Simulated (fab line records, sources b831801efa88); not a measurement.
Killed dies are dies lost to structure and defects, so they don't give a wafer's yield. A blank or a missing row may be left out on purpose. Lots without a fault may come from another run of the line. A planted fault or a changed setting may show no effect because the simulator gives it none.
fab line records | flow sky130
record lots=13 wafers=39 last_day=50
route steps=708 shown FIELD_ISO@5 PWDE@49 VT_ADJUST_NCORE@126
lots that met no fault: from a run of the same line without faults
start_h: hours from the record's first day to the start of the lot's first wafer shown | wait_h: hours since the lot's step before | " the same as in the row above | L1.1+2: a row that stands for several wafers | - no value, or no start given | * or withheld: withheld | < > ~ a bound
route shown NAME@n: a module of which the file shows steps, and the number in the route of the first | usual: mean/standard deviation of fault-free wafers | same: alike in all rows | chamber/n: place in a boat | sites: the reading at each site | _std_site: their standard deviation | _edge_site: outer sites' mean less inner sites' | radius_mm: how far each site lies from the wafer's centre | mask NAME#n: copy n | behind: the tool/chamber that last shaped the wafer | hold: why the lot was held/for how many hours/how that ended | device: the transistor (n, p or np) that didn't switch | end of line: the same wafers' tests at the end of the route | a step without rows: its recipe alone | killed: dies lost to structure and defects at the first sort, not the wafer's yield | map: a wafer's dies, x killed, . not, _ none there
set.NAME: the setting as run; set.NAME@STEP: as run at that earlier step | model.NAME: the simulator's own value behind a step, which no gauge read
steps of the route over a sample of lots; a table a step, a row a wafer
services: from which hour (start_h, from the record's first day; less than 0 if before it) a tool's chamber was out of use, for how many hours, and why
## steps
# step SKY_FIELD_ISO_THK_MEAS_04
# recipe reads=Si3N4_of_FIELD_ISO_CVD_03
# usual FIELD_ISO_CVD_03_THK=164.1/1.4
# columns lot.wafer tool chamber start_h wait_h FIELD_ISO_CVD_03_THK[nm]
L424.1 film_metro-04 - 14.44 0.0 162.3
L424.5 " - " " 161.3
L424.6 " - " " 163.4
L426.2 film_metro-03 - 23.62 0.0 162.9
L426.5 " - " " 161.8
L426.6 " - " " 162.0
L428.1 film_metro-01 - 35.20 0.0 163.0
L428.2 " - " " 162.2
L428.4 " - " " 163.2
L429.1 film_metro-03 - 39.47 0.0 165.1
L429.4 " - " " 165.6
L429.5 " - " " 166.5
L430.1 film_metro-04 - 45.05 0.0 165.1
L430.2 " - " " 163.6
L430.5 " - " " 162.9
L433.1 film_metro-03 - 62.14 0.0 165.8
L433.4 " - " " 164.0
L433.6 " - " " 164.4
L434.4 film_metro-04 - 63.96 0.0 165.0
L434.5 " - " " 164.4
L434.6 " - " " 164.0
L435.1 film_metro-03 - 68.48 0.0 164.6
L435.2 " - " " 166.3
L435.6 " - " " 164.5
L436.2 film_metro-03 - 74.29 0.0 165.0
L436.4 " - " " 165.0
L436.5 " - " " 165.5
L441.1 film_metro-04 - 98.48 0.0 165.0
L441.3 " - " " 165.6
L441.6 " - " " 164.5
L445.1 film_metro-03 - 120.81 0.0 164.5
L445.4 " - " " 164.1
L445.5 " - " " 164.4
L446.2 film_metro-01 - 125.18 0.0 165.0
L446.3 " - " " 165.0
L446.6 " - " " 166.4
L447.3 film_metro-03 - 129.53 0.0 162.7
L447.4 " - " " 163.1
L447.6 " - " " 163.3
# step SKY_FIELD_ISO_ETCH_14
# recipe chemistry=N2/H2 target=BARC ion_energy_ev=200 source_w=500 bias_w=100 pressure_mtorr=30 n2_flow_sccm=100 h2_flow_sccm=200 stop_on=SiO2 time_s=45.9 target_depth_a=600
# usual drypump_motor_current_A=5.8/0.38 oes_product_au=0.855/0.0051 throttle_valve_pct=13.224/0.0091
# columns lot.wafer tool chamber start_h wait_h drypump_motor_current_A oes_product_au rf_hours_counter_h throttle_valve_pct
L424.1 rie_diel-04 2 29.70 0.1 5.7 0.856 120 13.214
L424.5 " 2 " " 5.7 0.853 - 13.221
L424.6 " 3 " " 5.7 0.860 - 13.213
L426.2 rie_diel-01 3 39.12 0.1 5.6 0.861 130 13.220
L426.5 " 0 " " 6.0 0.858 - 13.220
L426.6 " 1 " " 5.7 0.848 - 13.229
L428.1 rie_diel-03 3 49.97 0.1 5.8 0.857 4 13.233
L428.2 " 0 " " 6.0 0.858 8 13.219
L428.4 " 0 " " 5.9 0.860 - 13.237
L429.1 rie_diel-01 0 55.10 0.1 6.0 0.857 4 13.245
L429.4 " 3 " " 5.6 0.854 130 13.236
L429.5 " 1 " " 5.7 0.860 - 13.219
L430.1 rie_diel-04 3 59.82 0.1 5.7 0.863 144 13.231
L430.2 " 2 " " 5.7 0.859 120 13.217
L430.5 " 0 " " 5.7 0.856 - 13.224
L433.1 rie_diel-03 1 78.40 0.1 5.6 0.852 6 13.212
L433.4 " 0 " " 6.0 0.861 - 13.223
L433.6 " 1 " " 5.6 0.860 - 13.222
L434.4 rie_diel-04 2 80.85 0.0 5.7 0.860 120 13.230
L434.5 " 1 " " 6.5 0.858 - 13.232
L434.6 " 2 " " 5.8 0.843 - 13.221
L435.1 rie_diel-03 2 85.47 0.1 4.6 0.841 0 13.230
L435.2 " 3 " " 5.8 0.855 4 13.222
L435.6 " 0 " " 5.9 0.858 - 13.219
L436.2 rie_diel-01 2 91.57 0.1 5.9 0.862 53 13.222
L436.4 " 0 " " 6.0 0.853 5 13.224
L436.5 " 0 " " 6.0 0.858 - 13.234
L441.1 rie_diel-04 3 116.25 0.1 5.7 0.852 144 13.224
L441.3 " 0 " " 5.7 0.868 2 13.239
L441.6 " 1 " " 6.5 0.860 - 13.213
L445.1 rie_diel-04 1 139.77 0.1 6.5 0.848 64 13.211
L445.4 " 3 " " 5.7 0.861 145 13.224
L445.5 " 3 " " 5.7 0.857 - 13.224
L446.2 rie_diel-03 1 143.92 0.1 5.6 0.864 7 13.211
L446.3 " 3 " " 5.8 0.855 6 13.229
L446.6 " 1 " " 5.6 0.856 - 13.227
L447.3 rie_diel-04 2 148.35 0.1 5.8 0.855 122 13.220
L447.4 " 1 " " 6.5 0.861 64 13.228
L447.6 " 2 " " 5.8 0.856 - 13.222
# step SKY_PWDE_EXPOSE_04
# recipe mask_id=PWDEM na=0.6 source_shape=conventional sigma_outer=0.6 polarization=unpolarized target_cd_nm=840 dose_mj=214
# columns lot.wafer tool chamber start_h wait_h mask
L424.1+5+6 iline_stepper-02 0 63.35 - PWDEM#0
L426.2+5+6 iline_stepper-02 0 73.29 - PWDEM#0
L428.1+2+4 iline_stepper-02 0 84.51 - PWDEM#0
L429.1+4+5 iline_stepper-01 0 88.86 - PWDEM#0
L430.1+2+5 iline_stepper-01 0 92.71 - PWDEM#0
L433.1+4+6 iline_stepper-02 0 114.79 - PWDEM#0
L434.4+5+6 iline_stepper-02 0 115.37 - PWDEM#0
L435.1+2+6 iline_stepper-01 0 120.61 - PWDEM_R1#0
L436.2+4+5 iline_stepper-01 0 125.37 - PWDEM#0
L441.1+3+6 iline_stepper-01 0 155.15 - PWDEM#0
L445.1+4+5 iline_stepper-01 0 178.09 - PWDEM#0
L446.2+3+6 iline_stepper-01 0 181.43 - PWDEM#0
L447.3+4+6 iline_stepper-02 0 185.00 - PWDEM#0
# step SKY_VT_ADJUST_NCORE_CD_MEAS_07
# recipe target_cd_nm=380
# usual cd_nm=380.1/2.7
# columns lot.wafer tool chamber start_h wait_h cd_nm
L424.1 cd_sem-01 - 183.75 0.1 381.9
L424.5 " - " " 379.2
L424.6 " - " " 379.5
L426.2 cd_sem-02 - 194.42 0.1 381.3
L426.5 " - " " 378.9
L426.6 " - " " 378.3
L428.1 cd_sem-02 - 210.45 0.1 379.2
L428.2 " - " " 382.2
L428.4 " - " " 381.6
L429.1 cd_sem-01 - 216.10 0.1 375.3
L429.4 " - " " 376.5
L429.5 " - " " 377.2
L430.1 cd_sem-01 - 221.63 0.1 380.3
L430.2 " - " " 380.0
L430.5 " - " " 379.6
L433.1 cd_sem-01 - 249.46 0.1 378.4
L433.4 " - " " 381.5
L433.6 " - " " 381.5
L434.4 cd_sem-01 - 249.82 0.1 382.5
L434.5 " - " " 383.3
L434.6 " - " " 379.9
L435.1 cd_sem-01 - 256.61 0.1 376.0
L435.2 " - " " 376.2
L435.6 " - " " 378.8
L436.2 cd_sem-01 - 263.23 0.1 380.5
L436.4 " - " " 379.2
L436.5 " - " " 379.4
L441.1 cd_sem-02 - 303.41 0.1 381.8
L441.3 " - " " 381.6
L441.6 " - " " 380.3
L445.1 cd_sem-01 - 333.26 0.1 381.1
L445.4 " - " " 379.1
L445.5 " - " " 381.0
L446.2 cd_sem-01 - 337.47 0.1 379.9
L446.3 " - " " 380.1
L446.6 " - " " 379.2
L447.3 cd_sem-01 - 341.49 0.1 379.4
L447.4 " - " " 376.5
L447.6 " - " " 376.2
## services
# columns tool chamber start_h hours kind
rie_diel-04 2 7.66 11.2 repair
rie_diel-03 1 27.46 19.3 repair
rie_diel-03 2 46.71 - clean
rie_diel-03 2 46.71 15.2 scheduled_down
rie_diel-03 2 46.71 15.2 vent_cycle
rie_diel-01 - 48.60 2.8 pm
iline_stepper-01 - 49.57 1.7 pm
rie_diel-04 1 53.28 10.3 repair
rie_diel-03 2 69.75 12.8 repair
rie_diel-01 2 70.32 9.9 repair
iline_stepper-01 - 75.27 2.1 pm
iline_stepper-01 - 77.35 - consumable_replace:lamp
rie_diel-03 2 86.27 1.9 repair
iline_stepper-02 - 88.36 1.7 pm
rie_diel-03 2 125.85 3.4 repair
rie_diel-01 2 148.35 2.1 repair
iline_stepper-02 - 153.28 4.6 repair
rie_diel-01 3 157.21 2.8 repair
rie_diel-03 0 164.96 9.7 repair
rie_diel-03 0 177.13 3.2 repair
rie_diel-01 1 178.27 8.0 repair
## key
first_sign step=SKY_PWDE_EXPOSE_04 reading=mask direction=changed
effect none on later readings
met_at SKY_PWDE_EXPOSE_04
struck_lots L435
sort_left_out L435.1,L435.2,L435.6
tester_left_out L435
not_acting_at SKY_FIELD_ISO_THK_MEAS_04,SKY_FIELD_ISO_ETCH_14,SKY_VT_ADJUST_NCORE_CD_MEAS_07
onset_between 92.71 120.61
fault kind=wrong_mask tool=any chamber=- onset_h=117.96 steps=SKY_PWDE_EXPOSE_04 aux_copy=PWDEM_R1#0 cd_offset_nm=126 scope=struck_lots_only
# tester_left_out: of these lots the tester's yield and bins aren't shown, on N5 and GAA mostly nor the transistor test; their killed dies are dies lost to structure and defects alone, not to doping, threshold or leakage, so they don't give the yield
# sort_left_out: the simulated sort isn't trusted on such a fault, so these wafers' sort isn't shown, and their yield isn't known
